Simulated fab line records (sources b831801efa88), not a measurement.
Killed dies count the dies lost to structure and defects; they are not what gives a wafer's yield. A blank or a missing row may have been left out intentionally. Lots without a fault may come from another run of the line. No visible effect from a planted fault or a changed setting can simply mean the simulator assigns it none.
8D (eight disciplines) problem report, filled in by code || flow sfqLine || the parts of the form that need people (team, actions taken, sign-off) are left out

## 1. THE PROBLEM
Mean M7_NB_RS at SFQ_M7_RS_MEAS_943: 1.331 ohm/sq over 3 wafers in 2 lots; fault-free wafers: 0.893 ohm/sq, standard deviation 0.01. That is +44 standard deviations from the usual mean.
The step: measures by four-point-probe.
The first sign was on wafer L221.3 at day 83 03:47, on filmMetro-02. Wafers with a number at this step in the record: 42, from 14 lots. The rule behind "out" and "out of limits": a value lying over 4 standard deviations away from the usual mean. The rest of the wafers with a number are treated as sound.

## 2. WHAT IT IS; WHAT IT IS NOT
{"question": "which readings at this step", "is": "M7_NB_RS", "is not": "-"}
{"question": "which lots", "is": "L221, L222", "is not": "L205, L207, L209, L210, L211, L212, L216, L217, L223, L224, L226, L228"}
{"question": "which wafers of those lots", "is": "L221.3, L221.5, L222.4", "is not": "L221.2, L222.1, L222.5"}
{"question": "read on which gauges", "is": "filmMetro-02", "is not": "filmMetro-03, filmMetro-04"}
{"question": "when", "is": "from day 83 03:47", "is not": "up to then (25 sound wafers); but 14 sound wafers of L222, L223, L224, L226, L228 came after"}

## 3. SUSPECTS, AND WHAT RULES EACH OUT
Counting: any tool at a process step up to the reading remains a suspect provided it ran every lot that is out. Sound lots after the first of them don't rule it out here, since some wafers of a struck lot are sound.
- ruled out: the gauge at SFQ_M7_RS_MEAS_943. All the wafers that are out were read on filmMetro-02, but those of them that SFQ_TRILAYER_M7_ETCH_METAL_ETCH_180 has rows for are out there too, on other tools.
- pvdSputter-05 at SFQ_TRILAYER_M7_DEP_SPUTTER_175 (material Nb, target thk 200 nm, time 133.3 s): kept. It ran every lot that is out, first L221 (day 83 03:41); its last sound lot up to then is L217 (day 77 01:37).
Remaining after the count: pvdSputter-05 at SFQ_TRILAYER_M7_DEP_SPUTTER_175.

## 4. THE CAUSE (what the simulator had put in)
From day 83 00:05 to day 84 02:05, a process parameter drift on pvdSputter-05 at SFQ_TRILAYER_M7_DEP_SPUTTER_175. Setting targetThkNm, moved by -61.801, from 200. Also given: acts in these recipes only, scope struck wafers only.
Only this tool survived the counting.

## 5. THE EFFECT CHAIN, in route order
Rows list readings where the struck wafers' mean (over those with a number) sits beyond 3 standard deviations from the usual. Only readings for which the record gives a usual standard deviation are gone through. hours: the time from each lot's start at the first step in this table that gives one to its start at this step, as a median over the lots. sigmas: the change in usual standard deviations.
{"hours": 0, "step": "SFQ_M7_RS_MEAS_943", "reading": "M7_NB_RS", "usual": "0.893 ohm/sq", "on struck wafers": 1.331, "change": "+0.438", "sigmas": "+44"}
{"hours": 4, "step": "SFQ_TRILAYER_M7_ETCH_METAL_ETCH_180", "reading": "oesProductAu", "usual": "0.892 a.u.", "on struck wafers": 0.722, "change": -0.170, "sigmas": -24}
Its process steps:
- SFQ_TRILAYER_M7_ETCH_METAL_ETCH_180: etches Nb in Cl2/Ar, stops on SiO2, target depth 240 nm, time 120 s.

## 6. HOW IT WOULD HAVE BEEN CAUGHT EARLIER
Counted from the fault's start at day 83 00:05, it took 4 hours until the first out-of-limits reading at a measuring or inspecting step in this record, taken at day 83 03:47.
Tool readings at SFQ_TRILAYER_M7_DEP_SPUTTER_175 with a usual standard deviation given in the record: none out on any struck wafer, hence no alarm at a limit of 4 standard deviations on them.
L222, from the lots that are out (2), started SFQ_TRILAYER_M7_DEP_SPUTTER_175 on pvdSputter-05 later than day 83 03:47. Putting the tool on hold at that point would have spared it.
